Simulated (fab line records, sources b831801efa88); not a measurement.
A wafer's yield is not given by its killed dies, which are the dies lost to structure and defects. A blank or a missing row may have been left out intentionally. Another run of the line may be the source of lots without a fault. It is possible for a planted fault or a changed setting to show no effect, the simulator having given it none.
fab line records	flow sky130
record: lots: 7	wafers: 21	last_day: 50
route steps=708 shown VIA2@520 METAL3@532 PAD_OPEN@708
lots with no fault: from the same line, run without faults
start_h: the number of hours between the record's first day and the start of the first shown wafer of the lot	wait_h: hours from the lot's prior step to this one	" repeats the value in the row above	L1.1+2: a row that stands for several wafers	- either no value or no given start	* or withheld: withheld	< > ~ a bound
route shown NAME@n: names a module that has steps shown in the file, with the first one's number in the route	usual: mean/standard deviation of fault-free wafers	same: alike in all rows	chamber/n: place in a boat	sites: each site's reading	_std_site: standard deviation across them	_edge_site: the outer-site mean with the inner-site mean subtracted	radius_mm: for every site, how far away it sits from the centre of the wafer	mask NAME#n: copy n	behind: the tool/chamber that last shaped the wafer	hold: cause of the lot's hold/its duration in hours/its outcome	device: the n, p or np transistor that did not switch	end of line: the tests these same wafers got at the end of their route	a step given without rows: its recipe and nothing more	killed: dies that structure and defects cost at the first sort, which is not the same as the wafer's yield	map: a wafer's dies, x killed, . not, _ none there
set.NAME: the run value of the setting; set.NAME@STEP: its run value at that earlier step	model.NAME: the simulator's own value behind a step, which no gauge read
lots seen at some steps along the route; tables by step, rows by wafer
services: from which hour (start_h, from the record's first day; less than 0 if before it) a tool's chamber was out of use, for how many hours, and why
== steps ==
step: SKY_VIA2_OVL_MEAS_13
usual: VIA2_OVL: 3/5.5
lot.wafer	tool	chamber	start_h	wait_h	VIA2_OVL[nm]
L333.1	overlay-02	-	859.21	0.1	5
L333.2	"	-	"	"	3
L333.6	"	-	"	"	8
L334.3	overlay-01	-	868.19	0.1	4
L334.4	"	-	"	"	2
L334.6	"	-	"	"	6
L335.2	overlay-01	-	879.57	0.1	-6
L335.5	"	-	"	"	-10
L335.6	"	-	"	"	-6
L336.1	overlay-01	-	882.17	0.1	6
L336.2	"	-	"	"	7
L336.4	"	-	"	"	-4
L348.1	overlay-02	-	985.02	0.1	3
L348.5	"	-	"	"	0
L348.6	"	-	"	"	-6
L350.1	overlay-01	-	990.21	0.1	8
L350.3	"	-	"	"	1
L350.4	"	-	"	"	5
L354.1	overlay-01	-	1015.87	0.1	1
L354.2	"	-	"	"	3
L354.4	"	-	"	"	-7
step: SKY_VIA2_ETCH_14
recipe: chemistry: N2/H2	target: BARC	ion_energy_ev: 200	source_w: 500	bias_w: 100	pressure_mtorr: 30	n2_flow_sccm: 100	h2_flow_sccm: 200	stop_on: SiO2	time_s: 45.9	target_depth_a: 600
usual: drypump_motor_current_A: 5.8/0.47	oes_product_au: 0.854/0.0044	throttle_valve_pct: 13.224/0.0091
lot.wafer	tool	chamber	start_h	wait_h	drypump_motor_current_A	oes_product_au	rf_hours_counter_h	throttle_valve_pct
L333.1	rie_diel-01	3	859.25	0.0	5.6	0.856	9	13.222
L333.2	"	1	"	"	6.3	0.853	16	13.227
L333.6	"	1	"	"	6.3	0.851	-	13.217
L334.3	rie_diel-02	2	868.21	0.0	5.9	0.854	23	13.211
L334.4	"	3	"	"	5.1	0.860	23	13.228
L334.6	"	1	"	"	6.0	0.849	-	13.219
L335.2	rie_diel-01	0	879.60	0.0	5.9	0.858	2	13.212
L335.5	"	1	"	"	6.4	0.852	-	13.237
L335.6	"	2	"	"	6.6	0.853	-	13.237
L336.1	rie_diel-03	0	882.21	0.0	5.2	0.854	25	13.221
L336.2	"	2	"	"	5.2	0.849	7	13.214
L336.4	"	3	"	"	5.3	0.850	25	13.211
L348.1	rie_diel-01	1	985.06	0.0	6.4	0.859	20	13.219
L348.5	"	2	"	"	6.6	0.850	-	13.216
L348.6	"	3	"	"	5.6	0.859	-	13.216
L350.1	rie_diel-02	0	990.25	0.0	5.9	0.853	27	13.218
L350.3	"	1	"	"	6.0	0.860	20	13.241
L350.4	"	3	"	"	5.1	0.862	28	13.242
L354.1	rie_diel-02	2	1015.91	0.0	5.9	0.849	29	13.224
L354.2	"	0	"	"	5.9	0.856	28	13.214
L354.4	"	1	"	"	6.0	0.855	21	13.234
step: SKY_VIA2_ETCH_15
recipe: target: SiO2	chemistry: C4F8/O2/Ar	target_depth_nm: 546	stop_on: TiN	mask_material: KrF-thick	source_w: 1500	bias_w: 1200	pressure_mtorr: 40	c4f8_flow_sccm: withheld	O2_flow_sccm: 6	Ar_flow_sccm: 300	time_s: 84
step: SKY_VIA2_STRIP_16
recipe: chemistry: O2/N2	power_w: 1400	pressure_mtorr: 1500	platen_temp_c: withheld	o2_flow_sccm: 3000	n2_flow_sccm: 300	overash_fraction: 0.5
step: SKY_VIA2_STRIP_17
recipe: chemistry: post_etch_residue_remover	time_s: 1200	temp_c: 72.5
step: SKY_VIA2_CLEAN_18
recipe: chemistry: IPA	time_s: 180	temp_c: 25
step: SKY_VIA2_CLEAN_19
recipe: chemistry: O3/DIW	dry: n2_spin
step: SKY_VIA2_SPUTTER_20
recipe: material: TiN	target_thk_nm: 20	chamber_pressure_pa: 5	power_w: 4000	time_s: 80
usual: chamber_pressure_pa: 5.000/0.011	throttle_valve_pct: 30.0/0.55
lot.wafer	tool	chamber	start_h	wait_h	chamber_pressure_pa	throttle_valve_pct
L333.1	pvd_sputter-02	-	859.95	0.0	5.002	29.4
L333.2	"	-	"	"	4.989	30.3
L333.6	"	-	"	"	4.987	30.4
L334.3	pvd_sputter-04	-	868.92	0.0	4.996	29.5
L334.4	"	-	"	"	4.999	29.9
L334.6	"	-	"	"	5.000	31.0
L335.2	pvd_sputter-02	-	880.33	0.0	4.998	30.0
L335.5	"	-	"	"	5.008	29.5
L335.6	"	-	"	"	5.000	30.2
L336.1	pvd_sputter-03	-	882.91	0.0	4.994	30.8
L336.2	"	-	"	"	5.002	29.6
L336.4	"	-	"	"	4.992	30.7
L348.1	pvd_sputter-02	-	985.81	0.0	5.018	29.9
L348.5	"	-	"	"	5.000	30.2
L348.6	"	-	"	"	4.982	30.8
L350.1	pvd_sputter-03	-	990.99	0.0	4.984	30.8
L350.3	"	-	"	"	4.993	30.0
L350.4	"	-	"	"	5.017	29.8
L354.1	pvd_sputter-03	-	1016.61	0.0	5.025	30.5
L354.2	"	-	"	"	4.998	30.3
L354.4	"	-	"	"	5.014	29.6
step: SKY_VIA2_CVD_21
recipe: material: W	target_thk_nm: 420	time_s: 126.4	temp_c: 400	pressure_torr: 40
usual: heater_power_w: 912/110
lot.wafer	tool	chamber	start_h	wait_h	heater_power_w
L333.1	cvd_w-02	1	860.01	0.0	891
L333.2	"	0	"	"	1075
L333.6	"	0	"	"	1072
L334.3	cvd_w-02	1	869.03	0.1	888
L334.4	"	0	"	"	1070
L334.6	"	1	"	"	888
L335.2	cvd_w-01	1	880.39	0.0	897
L335.5	"	0	"	"	901
L335.6	"	1	"	"	889
L336.1	cvd_w-02	1	882.97	0.0	895
L336.2	"	0	"	"	1094
L336.4	"	0	"	"	1062
L348.1	cvd_w-02	1	985.87	0.0	867
L348.5	"	1	"	"	865
L348.6	"	0	"	"	1072
L350.1	cvd_w-02	1	991.05	0.0	881
L350.3	"	1	"	"	892
L350.4	"	0	"	"	1054
L354.1	cvd_w-02	1	1016.67	0.0	896
L354.2	"	0	"	"	1077
L354.4	"	0	"	"	1074
step: SKY_VIA2_RS_MEAS_22
recipe: thk_meas_gauge: four-point-probe	reads: W_of_VIA2_CVD_21+TiN_of_VIA2_SPUTTER_20
usual: VIA2_W_RS: 0.2747/0.0026
lot.wafer	tool	chamber	start_h	wait_h	VIA2_W_RS[ohm/sq]
L333.1	film_metro-01	-	860.23	0.2	0.2711
L333.2	"	-	"	"	0.2722
L333.6	"	-	"	"	0.2727
L334.3	film_metro-03	-	869.15	0.1	0.2727
L334.4	"	-	"	"	0.2743
L334.6	"	-	"	"	0.2726
L335.2	film_metro-04	-	880.54	0.1	0.2829
L335.5	"	-	"	"	0.2776
L335.6	"	-	"	"	0.2791
L336.1	film_metro-01	-	883.10	0.1	0.2770
L336.2	"	-	"	"	0.2748
L336.4	"	-	"	"	0.2765
L348.1	film_metro-01	-	986.00	0.1	0.2765
L348.5	"	-	"	"	0.2779
L348.6	"	-	"	"	0.2735
L350.1	film_metro-04	-	991.18	0.1	0.2813
L350.3	"	-	"	"	0.2780
L350.4	"	-	"	"	0.2749
L354.1	film_metro-03	-	1016.80	0.1	0.2759
L354.2	"	-	"	"	0.2768
L354.4	"	-	"	"	0.2774
step: SKY_VIA2_THK_MEAS_23
recipe: thk_meas_gauge: xrf	reads: W_of_VIA2_CVD_21
usual: VIA2_W_THK: 400/5.2
lot.wafer	tool	chamber	start_h	wait_h	VIA2_W_THK[nm]
L333.1	film_metro-01	-	860.35	0.1	405
L333.2	"	-	"	"	407
L333.6	"	-	"	"	404
L334.3	film_metro-03	-	869.25	0.1	400
L334.4	"	-	"	"	397
L334.6	"	-	"	"	399
L335.2	film_metro-04	-	880.65	0.1	390
L335.5	"	-	"	"	396
L335.6	"	-	"	"	395
L336.1	film_metro-01	-	883.22	0.1	405
L336.2	"	-	"	"	406
L336.4	"	-	"	"	404
L348.1	film_metro-01	-	986.12	0.1	401
L348.5	"	-	"	"	398
L348.6	"	-	"	"	407
L350.1	film_metro-04	-	991.30	0.1	391
L350.3	"	-	"	"	397
L350.4	"	-	"	"	402
L354.1	film_metro-03	-	1016.92	0.1	390
L354.2	"	-	"	"	392
L354.4	"	-	"	"	390
step: SKY_VIA2_CMP_24
recipe: stop_on: SiO2	t_overpolish_s: 20	down_force_psi: 3.5	platen_rpm: 60	target_thk_nm: 0	pad_velocity_m_s: 0.94248
usual: edge_zone_pressure_frac: 1.001/0.0052	head_pressure_psi: 3.500/0.008	motor_current_A: 11.0/1.3	overpolish_run_s: 20.001/0.0092	time_to_endpoint_s: 100/7.2
lot.wafer	tool	chamber	start_h	wait_h	edge_zone_pressure_frac	head_pressure_psi	motor_current_A	overpolish_run_s	time_to_endpoint_s
L333.1	cmp-01	0	860.46	0.1	1.004	3.493	11.2	20.012	104
L333.2	"	2	"	"	0.997	3.495	9.7	20.008	110
L333.6	"	3	"	"	0.998	3.486	13.7	19.997	116
L334.4	cmp-01	3	869.29	0.0	1.004	3.489	13.8	19.991	107
L334.3	"	1	"	"	0.999	3.494	10.5	19.999	93
L334.6	"	3	"	"	0.992	3.488	14.3	19.986	110
L335.2	cmp-02	2	880.75	0.1	1.006	3.491	11.5	20.010	96
L335.5	"	1	"	"	0.995	3.501	10.0	20.000	93
L335.6	"	2	"	"	1.003	3.507	10.6	19.991	97
L336.1	cmp-02	1	883.28	0.1	0.994	3.492	9.3	20.005	83
L336.2	"	2	"	"	1.005	3.497	10.6	19.998	96
L336.4	"	3	"	"	0.996	3.505	11.1	20.019	100
L348.1	cmp-01	0	986.18	0.1	0.999	3.506	11.3	20.012	99
L348.6	"	0	"	"	0.998	3.509	11.4	19.994	97
L348.5	"	1	"	"	1.005	3.503	11.6	20.012	93
L350.3	cmp-02	0	991.42	0.1	0.997	3.495	9.8	20.014	107
L350.1	"	1	"	"	0.993	3.493	9.4	20.019	86
L350.4	"	3	"	"	1.003	3.494	10.4	19.994	104
L354.4	cmp-02	2	1016.98	0.0	1.003	3.509	10.9	20.001	95
L354.2	"	0	"	"	1.001	3.507	10.0	20.006	105
L354.1	"	1	"	"	0.995	3.510	9.9	20.012	82
step: SKY_METAL3_SPUTTER_00
recipe: material: Ti	target_thk_nm: 15	power_w: 3000	time_s: 10	chamber_pressure_pa: 0.4
usual: chamber_pressure_pa: 0.3999/0.00097	throttle_valve_pct: 30.1/0.65
lot.wafer	tool	chamber	start_h	wait_h	chamber_pressure_pa	throttle_valve_pct
L333.1	pvd_sputter-04	-	860.71	0.2	0.3999	29.1
L333.2	"	-	"	"	0.4018	30.0
L333.6	"	-	"	"	0.4006	31.0
L334.3	pvd_sputter-04	-	869.59	0.1	0.3868	29.9
L334.4	"	-	"	"	0.3873	30.0
L334.6	"	-	"	"	0.3859	31.7
L335.2	pvd_sputter-04	-	881.00	0.2	0.3882	31.9
L335.5	"	-	"	"	0.3865	29.8
L335.6	"	-	"	"	0.3890	29.9
L336.1	pvd_sputter-04	-	883.58	0.2	0.3878	29.3
L336.2	"	-	"	"	0.3885	30.0
L336.4	"	-	"	"	0.3864	31.6
L348.1	pvd_sputter-01	-	986.48	0.2	0.4002	29.9
L348.5	"	-	"	"	0.4003	30.4
L348.6	"	-	"	"	0.3997	30.1
L350.1	pvd_sputter-01	-	991.72	0.2	0.4000	31.1
L350.3	"	-	"	"	0.4005	30.0
L350.4	"	-	"	"	0.4013	29.7
L354.1	pvd_sputter-01	-	1017.28	0.1	0.3989	31.1
L354.2	"	-	"	"	0.3994	29.6
L354.4	"	-	"	"	0.3994	30.2
step: SKY_METAL3_SPUTTER_01
recipe: material: TiN	target_thk_nm: 20	power_w: 6500	time_s: 16.7	chamber_pressure_pa: 0.4
usual: chamber_pressure_pa: 0.4000/0.00079	throttle_valve_pct: 30.1/0.66
lot.wafer	tool	chamber	start_h	wait_h	chamber_pressure_pa	throttle_valve_pct
L333.1	pvd_sputter-04	-	860.73	0.0	0.3986	28.8
L333.2	"	-	"	"	0.4003	29.6
L333.6	"	-	"	"	0.3991	31.1
L334.3	pvd_sputter-04	-	869.62	0.0	0.3993	29.5
L334.4	"	-	"	"	0.4002	29.3
L334.6	"	-	"	"	0.3998	31.3
L335.2	pvd_sputter-04	-	881.02	0.0	0.3991	31.3
L335.5	"	-	"	"	0.3998	29.1
L335.6	"	-	"	"	0.3988	29.4
L336.1	pvd_sputter-04	-	883.61	0.0	0.3992	29.0
L336.2	"	-	"	"	0.3985	29.4
L336.4	"	-	"	"	0.3993	31.0
L348.1	pvd_sputter-01	-	986.50	0.0	0.4009	30.0
L348.5	"	-	"	"	0.4010	30.2
L348.6	"	-	"	"	0.4008	30.3
L350.1	pvd_sputter-01	-	991.74	0.0	0.4011	30.9
L350.3	"	-	"	"	0.4009	29.9
L350.4	"	-	"	"	0.3997	29.4
L354.1	pvd_sputter-01	-	1017.30	0.0	0.4010	31.0
L354.2	"	-	"	"	0.4004	29.9
L354.4	"	-	"	"	0.4002	30.2
step: SKY_PAD_OPEN_PROBE_99
usual: defect_limited_yield: 82.6/1.8	killed_at_M0_to_M3: 44/6.9	killed_at_M4_up: 3.2/1.8	killed_at_contacts: 23/5.2	killed_at_front_end: 15/4.5	killed_at_other: 0.3/0.56	killed_dies: 85/8.8	killed_open: 47/6.7	killed_short: 39/6.4	sort_bin_3_pad_short: 0.8/0.4	sort_bin_5_function: 10.2/1.3	sort_bin_6_memory: 6.4/1.1	sort_n_pass: 407/8.8	sort_yield_pct: 82.6/1.8
same: gross_dies: 492	killed_at_back_side: 0	sort_bin_4_leakage[%]: 0	sort_bin_8_speed[%]: 0
lot.wafer	tool	chamber	start_h	wait_h	defect_limited_yield[%]	killed_at_M0_to_M3	killed_at_M4_up	killed_at_contacts	killed_at_front_end	killed_at_other	killed_dies	killed_open	killed_short	sort_bin_3_pad_short[%]	sort_bin_5_function[%]	sort_bin_6_memory[%]	sort_n_pass	sort_yield_pct[%]
L333.1	prober-02	-	1083.91	0.1	84.1	45	5	18	10	0	78	40	38	1.4	10.0	4.5	414	84.1
L333.2	prober-02	-	1083.96	0.1	82.9	54	3	14	13	0	84	50	34	0.8	10.2	6.1	408	82.9
L333.6	prober-02	-	1084.16	0.2	80.3	40	6	30	21	0	97	55	42	0.8	12.4	6.5	395	80.3
L334.3	prober-01	-	1090.98	0.2	83.5	42	4	26	9	0	81	44	37	0.6	10.6	5.3	411	83.5
L334.4	prober-01	-	1091.03	0.2	84.8	32	2	32	8	1	75	45	30	0.8	9.3	5.1	417	84.8
L334.6	prober-01	-	1091.13	0.2	83.3	40	6	28	8	0	82	46	36	0.8	8.9	6.9	410	83.3
L335.2	prober-02	-	1102.88	0.1	82.5	49	5	18	14	0	86	47	39	0.2	9.8	7.5	406	82.5
L335.5	prober-02	-	1103.03	0.2	84.6	45	1	12	18	0	76	49	27	1.2	8.5	5.7	416	84.6
L335.6	prober-02	-	1103.08	0.2	81.7	41	2	31	16	0	90	48	42	0.2	12.8	5.3	402	81.7
L336.1	prober-01	-	1104.33	0.1	82.9	46	4	15	19	0	84	36	48	1.4	11.2	4.5	408	82.9
L336.2	prober-01	-	1104.38	0.1	81.7	53	2	20	15	0	90	42	48	1.8	9.8	6.7	402	81.7
L336.4	prober-01	-	1104.48	0.2	83.1	46	1	23	13	0	83	40	43	1.4	10.2	5.3	409	83.1
L348.1	prober-02	-	1180.37	0.1	82.9	41	3	25	14	1	84	46	38	0.8	8.7	7.5	408	82.9
L348.5	prober-02	-	1180.57	0.2	80.7	48	6	23	18	0	95	52	43	1.4	12.2	5.7	397	80.7
L348.6	prober-02	-	1180.62	0.2	81.7	36	5	27	22	0	90	49	41	0.6	9.3	8.3	402	81.7
L350.1	prober-02	-	1184.17	0.1	80.1	49	2	24	23	0	98	57	41	1.2	12.2	6.5	394	80.1
L350.3	prober-02	-	1184.27	0.2	82.3	45	2	24	16	0	87	43	44	1.0	9.3	7.3	405	82.3
L350.4	prober-02	-	1184.32	0.2	83.7	43	1	21	15	0	80	43	37	0.6	9.1	6.5	412	83.7
L354.1	prober-02	-	1200.88	0.4	83.3	47	5	17	13	0	82	39	43	0.6	8.5	7.5	410	83.3
L354.2	prober-02	-	1200.93	0.4	79.5	60	0	26	15	0	101	54	47	1.2	11.8	7.5	391	79.5
L354.4	prober-02	-	1201.03	0.5	80.3	56	5	20	16	0	97	52	45	0.8	9.3	9.6	395	80.3
killed by level:class
L333.1 VIA2:geometric_particle:open=9 VIA1:geometric_particle:open=9 CONTACT:geometric_particle:short=8 CONTACT:geometric_particle:open=8 VIA1:geometric_particle:short=6 METAL2:geometric_particle:short=5 METAL1:geometric_particle:short=5 POLY_GATE:geometric_particle:short=4
L333.2 VIA1:geometric_particle:open=14 VIA2:geometric_particle:open=9 VIA3:geometric_particle:open=9 CONTACT:geometric_particle:open=6 METAL2:geometric_particle:short=5 METAL1:geometric_particle:short=5 VIA1:geometric_particle:short=4 FIELD_ISO:geometric_particle:short=3
L333.6 VIA1:geometric_particle:open=13 CONTACT:geometric_particle:open=9 FIELD_ISO:geometric_particle:open=8 CONTACT:geometric_particle:short=7 VIA3:geometric_particle:open=7 LI_CONTACT:geometric_particle:open=6 FIELD_ISO:geometric_particle:short=5 VIA1:geometric_particle:short=5
L334.3 LI_CONTACT:geometric_particle:open=9 CONTACT:geometric_particle:open=9 VIA1:geometric_particle:short=9 VIA3:geometric_particle:open=8 VIA2:geometric_particle:open=5 CONTACT:geometric_particle:short=5 METAL1:geometric_particle:short=5 VIA1:geometric_particle:open=5
L334.4 CONTACT:geometric_particle:open=11 LI_CONTACT:geometric_particle:open=9 VIA1:geometric_particle:open=7 VIA3:geometric_particle:open=6 LI_CONTACT:geometric_particle:short=4 CONTACT:geometric_particle:short=4 VIA3:geometric_particle:short=4 FIELD_ISO:geometric_particle:open=3
L334.6 VIA1:geometric_particle:open=11 LI_CONTACT:geometric_particle:open=9 VIA3:geometric_particle:open=8 CONTACT:geometric_particle:open=7 METAL2:geometric_particle:short=5 LOCAL_INTERCONNECT:geometric_particle:short=5 VIA1:geometric_particle:short=5 CONTACT:geometric_particle:short=4
L335.2 VIA2:geometric_particle:open=10 CONTACT:geometric_particle:open=8 VIA3:geometric_particle:open=8 METAL1:geometric_particle:short=6 VIA1:geometric_particle:open=6 VIA3:geometric_particle:short=5 FIELD_ISO:geometric_particle:open=4 POLY_GATE:geometric_particle:open=4
L335.5 VIA2:geometric_particle:open=9 VIA1:geometric_particle:open=9 VIA3:geometric_particle:open=9 FIELD_ISO:geometric_particle:open=5 CONTACT:geometric_particle:open=5 VIA3:geometric_particle:short=4 VIA1:geometric_particle:short=4 METAL2:geometric_particle:short=4
L335.6 CONTACT:geometric_particle:open=10 CONTACT:geometric_particle:short=9 VIA1:geometric_particle:open=7 LI_CONTACT:geometric_particle:open=6 VIA3:geometric_particle:open=6 POLY_GATE:geometric_particle:short=5 VIA2:geometric_particle:open=5 FIELD_ISO:geometric_particle:open=4
L336.1 VIA1:geometric_particle:open=8 METAL1:geometric_particle:short=7 FIELD_ISO:geometric_particle:short=6 METAL2:geometric_particle:short=6 CONTACT:geometric_particle:open=5 VIA1:geometric_particle:short=5 VIA2:geometric_particle:open=5 POLY_GATE:geometric_particle:open=4
L336.2 VIA1:geometric_particle:open=13 VIA1:geometric_particle:short=11 VIA2:geometric_particle:open=8 FIELD_ISO:geometric_particle:short=6 LI_CONTACT:geometric_particle:open=6 METAL2:geometric_particle:short=6 CONTACT:geometric_particle:open=5 CONTACT:geometric_particle:short=5
L336.4 CONTACT:geometric_particle:open=9 VIA1:geometric_particle:open=7 VIA2:geometric_particle:open=7 VIA2:geometric_particle:short=6 CONTACT:geometric_particle:short=5 METAL1:geometric_particle:short=5 METAL2:geometric_particle:short=5 METAL3:geometric_particle:short=5
L348.1 VIA2:geometric_particle:open=11 METAL1:geometric_particle:short=7 VIA1:geometric_particle:open=7 LI_CONTACT:geometric_particle:open=6 FIELD_ISO:geometric_particle:open=5 VIA2:geometric_particle:short=5 LI_CONTACT:geometric_particle:short=5 CONTACT:geometric_particle:short=5
L348.5 VIA1:geometric_particle:open=11 VIA2:geometric_particle:open=10 FIELD_ISO:geometric_particle:short=8 VIA3:geometric_particle:open=8 CONTACT:geometric_particle:open=7 LI_CONTACT:geometric_particle:open=6 METAL1:geometric_particle:short=6 METAL2:geometric_particle:short=6
L348.6 POLY_GATE:geometric_particle:open=9 LI_CONTACT:geometric_particle:open=8 CONTACT:geometric_particle:open=7 VIA2:geometric_particle:open=6 FIELD_ISO:geometric_particle:short=5 CONTACT:geometric_particle:short=5 METAL1:geometric_particle:short=5 METAL2:geometric_particle:short=5
L350.1 METAL2:geometric_particle:short=13 CONTACT:geometric_particle:open=11 FIELD_ISO:geometric_particle:open=10 VIA1:geometric_particle:open=8 VIA3:geometric_particle:open=8 VIA2:geometric_particle:open=6 LI_CONTACT:geometric_particle:open=5 CONTACT:geometric_particle:short=5
L350.3 CONTACT:geometric_particle:open=15 METAL2:geometric_particle:short=9 VIA1:geometric_particle:open=7 FIELD_ISO:geometric_particle:short=5 FIELD_ISO:geometric_particle:open=5 METAL1:geometric_particle:short=5 VIA1:geometric_particle:short=5 CONTACT:geometric_particle:short=4
L350.4 VIA1:geometric_particle:open=11 LI_CONTACT:geometric_particle:open=6 FIELD_ISO:geometric_particle:open=5 LOCAL_INTERCONNECT:geometric_particle:short=5 METAL2:geometric_particle:short=5 VIA2:geometric_particle:open=5 VIA3:geometric_particle:open=5 FIELD_ISO:geometric_particle:short=4
L354.1 METAL2:geometric_particle:short=8 VIA3:geometric_particle:open=8 VIA2:geometric_particle:open=7 CONTACT:geometric_particle:open=6 VIA1:geometric_particle:short=6 VIA1:geometric_particle:open=6 METAL1:geometric_particle:short=5 FIELD_ISO:geometric_particle:open=4
L354.2 VIA1:geometric_particle:open=17 VIA2:geometric_particle:open=10 LI_CONTACT:geometric_particle:open=9 METAL1:geometric_particle:short=7 POLY_GATE:geometric_particle:short=6 CONTACT:geometric_particle:open=6 VIA1:geometric_particle:short=5 VIA3:geometric_particle:short=5
L354.4 VIA1:geometric_particle:open=12 VIA3:geometric_particle:open=10 METAL2:geometric_particle:short=8 METAL1:geometric_particle:short=8 LI_CONTACT:geometric_particle:open=7 CONTACT:geometric_particle:open=6 CONTACT:geometric_particle:short=5 POLY_GATE:geometric_particle:short=5
== services ==
tool	chamber	start_h	hours	kind
rie_diel-03	3	835.57	7.0	repair
pvd_sputter-02	-	842.70	1.3	repair
cvd_w-01	-	844.09	6.0	pm
cvd_w-01	0	859.38	13.3	repair
cvd_w-02	-	872.42	1.5	repair
rie_diel-02	-	884.57	0.9	repair
pvd_sputter-01	-	887.25	4.3	repair
cvd_w-01	-	904.00	14.0	pm
cvd_w-01	0	904.00	14.0	vent_cycle
cvd_w-01	1	904.00	14.0	vent_cycle
cmp-02	-	911.44	1.6	repair
cmp-02	-	913.07	4.0	pm
cmp-02	-	917.07	-	consumable_replace:conditioner
cmp-02	-	917.07	-	consumable_replace:pad
rie_diel-03	-	917.19	15.6	repair
cvd_w-01	0	918.00	-	clean
cvd_w-01	1	918.00	-	clean
rie_diel-02	1	927.61	12.6	repair
rie_diel-03	-	974.42	0.4	repair
rie_diel-03	3	979.72	1.9	repair
pvd_sputter-04	-	980.05	17.3	repair
rie_diel-02	0	980.70	2.6	repair
rie_diel-01	1	991.54	3.7	repair
== key ==
first_sign: step: SKY_METAL3_SPUTTER_00	reading: chamber_pressure_pa	direction: down	sigmas: 13	usual: 0.3999	struck: 0.3874
effect none on later readings
met_at SKY_METAL3_SPUTTER_00
struck_wafers L334.3,L334.4,L334.6,L335.2,L335.5,L335.6,L336.1,L336.2,L336.4
onset_between 860.71 869.59
fault: kind: process_parameter_drift	tool: pvd_sputter-04	chamber: -	onset_h: 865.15	steps: SKY_METAL3_SPUTTER_00	channel: chamber_pressure_pa	offset: -0.012667	shape: step	end_h: 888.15	acts_in: these_recipes_only	stated: 0.4
